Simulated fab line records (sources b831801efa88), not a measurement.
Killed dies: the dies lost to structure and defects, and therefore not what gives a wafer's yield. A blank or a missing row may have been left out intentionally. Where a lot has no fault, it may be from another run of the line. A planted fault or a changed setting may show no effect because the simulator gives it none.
What tool caused it? / flow gf180mcu / 13 lots with 39 wafers sampled at 2 steps, on a route of 602 steps

== WHAT THE GAUGES SHOWED, per wafer ==
GF_V3_BOW_MEAS_05. Usual: V3_BOW typically reads 116 um, with standard deviation 8.8.
lot=L789; measured=day 22 15:03; on=film-metro-04; V3_BOW (um)=112 114 120; flag=
lot=L790; measured=day 22 19:39; on=film-metro-04; V3_BOW (um)=108 107 109; flag=
lot=L793; measured=day 23 09:29; on=film-metro-01; V3_BOW (um)=120 117 114; flag=
lot=L792; measured=day 23 12:07; on=film-metro-02; V3_BOW (um)=116 118 107; flag=
lot=L795; measured=day 24 02:32; on=film-metro-02; V3_BOW (um)=126 117 123; flag=
lot=L798; measured=day 24 22:17; on=film-metro-02; V3_BOW (um)=134 126 127; flag=
lot=L801; measured=day 26 04:01; on=film-metro-02; V3_BOW (um)=118 119 118; flag=
lot=L803; measured=day 26 18:49; on=film-metro-02; V3_BOW (um)=123 119 125; flag=
lot=L804; measured=day 27 04:17; on=film-metro-02; V3_BOW (um)=105 115 106; flag=
lot=L807; measured=day 28 02:59; on=film-metro-02; V3_BOW (um)=131 119 134; flag=
lot=L808; measured=day 28 13:13; on=film-metro-01; V3_BOW (um)=118 120 115; flag=
lot=L809; measured=day 28 14:05; on=film-metro-02; V3_BOW (um)=104 113 103; flag=
lot=L810; measured=day 28 20:27; on=film-metro-01; V3_BOW (um)=113 117 114; flag=

== EACH LOT AND THE TOOL THAT RAN IT (in order: tool; ch and the chambers of the sampled wafers; start) ==
lot=L789; GF_VT_IMPLANT_EXPOSE_04=iline-stepper-01 ch 0, day 6 04:45
lot=L790; GF_VT_IMPLANT_EXPOSE_04=iline-stepper-02 ch 0, day 6 05:56
lot=L793; GF_VT_IMPLANT_EXPOSE_04=iline-stepper-01 ch 0, day 6 19:03
lot=L792; GF_VT_IMPLANT_EXPOSE_04=iline-stepper-01 ch 0, day 6 21:02
lot=L795; GF_VT_IMPLANT_EXPOSE_04=iline-stepper-02 ch 0, day 7 05:14
lot=L798; GF_VT_IMPLANT_EXPOSE_04=iline-stepper-01 ch 0, day 7 23:56
lot=L801; GF_VT_IMPLANT_EXPOSE_04=iline-stepper-02 ch 0, day 8 22:40
lot=L803; GF_VT_IMPLANT_EXPOSE_04=iline-stepper-01 ch 0, day 9 08:22
lot=L804; GF_VT_IMPLANT_EXPOSE_04=iline-stepper-01 ch 0, day 9 12:38
lot=L807; GF_VT_IMPLANT_EXPOSE_04=iline-stepper-02 ch 0, day 10 07:38
lot=L808; GF_VT_IMPLANT_EXPOSE_04=iline-stepper-02 ch 0, day 10 15:00
lot=L809; GF_VT_IMPLANT_EXPOSE_04=iline-stepper-02 ch 0, day 10 19:15
lot=L810; GF_VT_IMPLANT_EXPOSE_04=iline-stepper-02 ch 0, day 11 01:41
- GF_VT_IMPLANT_EXPOSE_04: exposes mask LVPWELL LV AREA, target cd 600 nm.

== WHAT THE TOOLS THEMSELVES READ (means of the sampled wafers that have a number; where no wafer has one, the mark that the record gives instead) ==
GF_VT_IMPLANT_EXPOSE_04. Usual: exposure-dose-mJ-cm2 at 139.99, with a standard deviation of 0.14.
lot=L789 tool=iline-stepper-01 exposure-dose-mJ-cm2=140.00 flag=
lot=L790 tool=iline-stepper-02 exposure-dose-mJ-cm2=139.87 flag=
lot=L793 tool=iline-stepper-01 exposure-dose-mJ-cm2=139.91 flag=
lot=L792 tool=iline-stepper-01 exposure-dose-mJ-cm2=139.86 flag=
lot=L795 tool=iline-stepper-02 exposure-dose-mJ-cm2=140.01 flag=
lot=L798 tool=iline-stepper-01 exposure-dose-mJ-cm2=139.95 flag=
lot=L801 tool=iline-stepper-02 exposure-dose-mJ-cm2=139.89 flag=
lot=L803 tool=iline-stepper-01 exposure-dose-mJ-cm2=137.51 flag=OFF
lot=L804 tool=iline-stepper-01 exposure-dose-mJ-cm2=137.42 flag=OFF
lot=L807 tool=iline-stepper-02 exposure-dose-mJ-cm2=139.89 flag=
lot=L808 tool=iline-stepper-02 exposure-dose-mJ-cm2=139.99 flag=
lot=L809 tool=iline-stepper-02 exposure-dose-mJ-cm2=139.89 flag=
lot=L810 tool=iline-stepper-02 exposure-dose-mJ-cm2=140.21 flag=

== THE ANSWER, worked out from the rows above alone ==
Rule: a lot counts as off when the mean over its wafers that have a number is more than 3 standard deviations away from the usual mean. Also off: a lot with no number at a reading for which 4 or more lots have one. Any other lot the step has rows for is counted as sound. First the gauges in route order, then the tools' own readings, where a lot's mean is used as printed above. At the first step where some lot is off, the reading lying furthest off is the one used; lots without a number count as furthest.
Off at GF_VT_IMPLANT_EXPOSE_04 (exposure-dose-mJ-cm2): L803, L804.
If a tool, at that step or one of the process steps before it, ran each lot that is off and ran no sound lot following the first of them, it fits. One fits: GF_VT_IMPLANT_EXPOSE_04 on iline-stepper-01. A fault onset in the window from L798 (day 7 23:56, its last sound lot) to L803 (day 9 08:22, its first lot off) fits.
On the lots that are off, the tool's own readings at GF_VT_IMPLANT_EXPOSE_04 differ by more than 5 times the standard deviation of the sound lots' means, which bears it out; exposure-dose-mJ-cm2 reads 137.46 there versus 139.95 on the sound lots.

== WHAT THE SIMULATOR HAD PUT IN ==
Drift in process parameters on iline-stepper-01 at GF_VT_IMPLANT_EXPOSE_04, starting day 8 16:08. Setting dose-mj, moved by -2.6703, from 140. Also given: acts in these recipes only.
Shown lots that were struck: L803, L804. Same finding as the rule above.
